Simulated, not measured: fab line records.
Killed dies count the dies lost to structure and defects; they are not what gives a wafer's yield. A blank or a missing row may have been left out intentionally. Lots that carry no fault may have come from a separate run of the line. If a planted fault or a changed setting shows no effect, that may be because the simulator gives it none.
What tool caused it? || flow gf180mcu || 21 wafers from 7 lots sampled at 2 of the route's 602 steps

WHAT THE GAUGES SHOWED, per wafer
GF_DUAL_GATE_THK_MEAS_03.
{"lot": "L338", "measured": "day 8 07:22", "on": "film_metro-01", "DUAL_GATE_OXIDATION_00_THK (nm)": "11.23 11.35 11.28"}
{"lot": "L344", "measured": "day 9 20:58", "on": "film_metro-02", "DUAL_GATE_OXIDATION_00_THK (nm)": "10.71 10.93 10.91"}
{"lot": "L346", "measured": "day 10 15:59", "on": "film_metro-02", "DUAL_GATE_OXIDATION_00_THK (nm)": "10.97 11.03 10.99"}
{"lot": "L352", "measured": "day 12 07:27", "on": "film_metro-03", "DUAL_GATE_OXIDATION_00_THK (nm)": "12.43 12.62 12.54"}
{"lot": "L354", "measured": "day 12 19:34", "on": "film_metro-01", "DUAL_GATE_OXIDATION_00_THK (nm)": "12.77 12.80 12.81"}
{"lot": "L356", "measured": "day 13 09:04", "on": "film_metro-03", "DUAL_GATE_OXIDATION_00_THK (nm)": "10.84 10.91 10.77"}
{"lot": "L359", "measured": "day 14 08:07", "on": "film_metro-03", "DUAL_GATE_OXIDATION_00_THK (nm)": "10.55 10.75 10.47"}

WHICH TOOL RAN EACH LOT (tool, then ch and the chambers of the sampled wafers, then the start)
{"lot": "L338", "GF_DUAL_GATE_OXIDATION_02": "furnace-01 ch 0, day 8 05:56"}
{"lot": "L344", "GF_DUAL_GATE_OXIDATION_02": "furnace-02 ch 0, day 9 19:31"}
{"lot": "L346", "GF_DUAL_GATE_OXIDATION_02": "furnace-01 ch 0, day 10 14:31"}
{"lot": "L352", "GF_DUAL_GATE_OXIDATION_02": "furnace-01 ch 0, day 12 05:59"}
{"lot": "L354", "GF_DUAL_GATE_OXIDATION_02": "furnace-01 ch 0, day 12 18:06"}
{"lot": "L356", "GF_DUAL_GATE_OXIDATION_02": "furnace-02 ch 0, day 13 07:37"}
{"lot": "L359", "GF_DUAL_GATE_OXIDATION_02": "furnace-02 ch 0, day 14 06:40"}
- GF_DUAL_GATE_OXIDATION_02: stabilise 600 s, purge 300 s, target thk 10.887 nm.

THE ANSWER, worked out from the rows above alone
Rule: usual is defined by the lots themselves. The widest of any qualifying gaps counts: lots, ordered by their means at a reading, are off when they make up no more than a third of the lots, leave a main group of 4 or more, and stand apart from it by 3 or more times the standard deviation of that group's means. If all means in a main group match to the digits the tables above print for the reading, that group is not used. Also off: a lot with no number at a reading for which 4 or more lots have one. Where the step has rows for the other lots, those lots are counted as sound.
Off: L352, L354, seen at GF_DUAL_GATE_THK_MEAS_03 (DUAL_GATE_OXIDATION_00_THK). The main group: mean 10.91 nm, standard deviation 0.23.
A tool fits if, at a process step before that reading, it ran every lot that is off, and no sound lot after the first of them. The gauges at GF_DUAL_GATE_THK_MEAS_03 are tried like those tools. One fits: furnace-01 at GF_DUAL_GATE_OXIDATION_02. A fault onset in the window from L346 (day 10 14:31, its last sound lot) to L352 (day 12 05:59, its first lot off) fits.

WHAT THE SIMULATOR HAD INSERTED
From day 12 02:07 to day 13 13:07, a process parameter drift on furnace-01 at GF_DUAL_GATE_OXIDATION_02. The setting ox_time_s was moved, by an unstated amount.
Struck lots among those shown: L352, L354. The same result came from the rule above.
